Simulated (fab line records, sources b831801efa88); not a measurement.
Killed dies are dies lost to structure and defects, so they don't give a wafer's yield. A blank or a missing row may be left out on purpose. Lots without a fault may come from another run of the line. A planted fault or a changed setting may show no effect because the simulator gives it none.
A struck lot beside a sound one | flow sky130 | 32 steps out of a route of 708
Sound: wafers L648.1, L648.2, L648.5. Struck: wafers L636.2, L636.4, L636.6. The cause comes at the end.
At each step with rows: each side's tool, then ch and its chambers, then its first start. Under that, the readings that differ: sound wafers | struck wafers | difference of the means | sigmas: that difference in standard deviations of wafers without a fault.
alike: readings whose means differ by less than 2 such deviations, and words and numbers that are the same on both sides. not compared: withheld readings, readings that some wafer has no value for, bounds like >300 that may hide the same value, and numbers for which the record gives no deviation and whose values overlap.
The two part at a step that has a row with sigmas, a row that says differs or no value, or rows on one side only. Numbers that don't overlap but have no deviation are shown without sigmas and don't part them. A reading that every wafer of one side lacks parts them only if that side has two wafers or more.

SKY_PWDE_OVL_MEAS_07:
  sound on overlay-01, day 8 10:27; struck on overlay-02, day 5 12:29
  alike: PWDE_OVL
then, 1 step without rows for these wafers: SKY_PWDE_IMPLANT_08.
SKY_PWDE_STRIP_09: strips in O2/N2.
  sound on plasma_asher-02 ch 0,1, day 8 10:38; struck on plasma_asher-02 ch 1, day 5 12:40
  alike: drypump_motor_current_A, n2_flow_sccm, o2_flow_sccm, oes_product_au, strip_time_to_endpoint_s
  not compared: rf_hours_counter_h
SKY_PWDE_TW_MEAS_10:
  sound on film_metro-03, day 8 10:44; struck on film_metro-03, day 5 12:47
  alike: PWDE_TW
then, 7 steps without rows for these wafers: SKY_NWELL_DEHYDRATE_03 (time 60 s); SKY_NWELL_HMDS_04 (prime time 60 s); SKY_NWELL_COAT_05 (resist thk 3000 nm); SKY_NWELL_SOFTBAKE_06; SKY_NWELL_EXPOSE_07 (exposes mask NWM, target cd 840 nm); SKY_NWELL_PEB_08; SKY_NWELL_DEVELOP_09 (develop time 60 s).
SKY_NWELL_OVL_MEAS_10:
  sound on overlay-02, day 9 08:45; struck on overlay-01, day 6 06:55
  alike: NWELL_00_OVL
SKY_NWELL_IMPLANT_11:
  sound on implanter-04 ch 0, day 9 08:47; struck on implanter-01 ch 0, day 6 06:58
  alike: dose_ions_cm2
then, 2 steps without rows for these wafers: SKY_NWELL_IMPLANT_12; SKY_NWELL_IMPLANT_13.
SKY_NWELL_STRIP_14: strips in O2/N2.
  sound on plasma_asher-03 ch 0,1, day 9 09:14; struck on plasma_asher-04 ch 0,1, day 6 07:23
  alike: drypump_motor_current_A, n2_flow_sccm, o2_flow_sccm, oes_product_au, strip_time_to_endpoint_s
  not compared: rf_hours_counter_h
SKY_NWELL_TW_MEAS_15:
  sound on film_metro-03, day 9 09:20; struck on film_metro-03, day 6 07:30
  alike: NWELL_TW
then, 7 steps without rows for these wafers: SKY_NWELL_DEHYDRATE_16 (time 60 s); SKY_NWELL_HMDS_17 (prime time 60 s); SKY_NWELL_COAT_18 (resist thk 3000 nm); SKY_NWELL_SOFTBAKE_19; SKY_NWELL_EXPOSE_20 (exposes mask NWM COMPLEMENT, target cd 840 nm); SKY_NWELL_PEB_21; SKY_NWELL_DEVELOP_22 (develop time 60 s).
SKY_NWELL_OVL_MEAS_23:
  sound on overlay-02, day 10 06:05; struck on overlay-01, day 7 02:27
  alike: NWELL_01_OVL
then, 1 step without rows for these wafers: SKY_NWELL_IMPLANT_24.
SKY_NWELL_STRIP_25: strips in O2/N2.
  sound on plasma_asher-03 ch 0,1, day 10 06:16; struck on plasma_asher-03 ch 0, day 7 02:38
  alike: drypump_motor_current_A, n2_flow_sccm, o2_flow_sccm, oes_product_au, strip_time_to_endpoint_s
  not compared: rf_hours_counter_h
SKY_NWELL_TW_MEAS_26:
  sound on film_metro-03, day 10 06:22; struck on film_metro-03, day 7 02:44
  alike: NWELL_2_TW
then, 1 step without rows for these wafers: SKY_NWELL_CLEAN_27 (cleans in SC1/SC2, time 150 s).
SKY_NWELL_RTA_28: time 30 s.
  sound on rtp_anneal-01 ch 0, day 10 06:29; struck on rtp_anneal-02 ch 0, day 7 02:51
  alike: lamp_power_pct, wafer_temp_C_max
SKY_NWELL_RS_MEAS_29: measures by four-point-probe.
  sound on film_metro-03, day 10 06:35; struck on film_metro-03, day 7 02:58
  reading           | sound             | struck            | difference | sigmas
  NWELL_RS (ohm/sq) | 623.4 623.6 622.1 | 642.0 640.0 640.1 | +17.7      | +13
-- the record jumps here: 41 days lie between the struck wafers' starts before and after (it left off in module NWELL and takes up again in module PAD_OPEN, whose first step shown is number 708 of the route) --
SKY_PAD_OPEN_PROBE_99:
  sound on prober-02, day 50 09:14; struck on prober-01, day 48 00:49
  reading                               | sound                   | struck                  | difference | sigmas
  killed_at_contacts                    | 24 24 44                | 18 18 21                | -12        | -2
  killed_dies                           | 102 83 107              | 77 80 68                | -22        | -2
  model.etest.res_nwell.rs_ohm_sq_range | 24.29 21.04 31.72       | 269.4 261.8 269         | +241.1     |
  model.etest.pfet_g5v0d10v5.vt_v_range | 0.0325 0.04034 0.03232  | 0.05202 0.08571 0.09104 | +0.04120   |
  model.etest.pfet_01v8_lvt.vt_v_range  | 0.01655 0.01613 0.01318 | 0.05629 0.05778 0.0569  | +0.04170   |
  model.etest.pfet_01v8.vt_v_range      | 0.01571 0.01916 0.01384 | 0.02555 0.02167 0.01991 | +0.00614   |
  alike: killed_at_M0_to_M3, killed_at_M4_up, killed_at_front_end, killed_at_other, killed_open, killed_short
  not compared: model.etest.tip_p_5v.rs_ohm_sq_range

WHERE THEY PART
First at SKY_NWELL_RS_MEAS_29; last, within this record, at SKY_PAD_OPEN_PROBE_99.

WHY: what the simulator had put in
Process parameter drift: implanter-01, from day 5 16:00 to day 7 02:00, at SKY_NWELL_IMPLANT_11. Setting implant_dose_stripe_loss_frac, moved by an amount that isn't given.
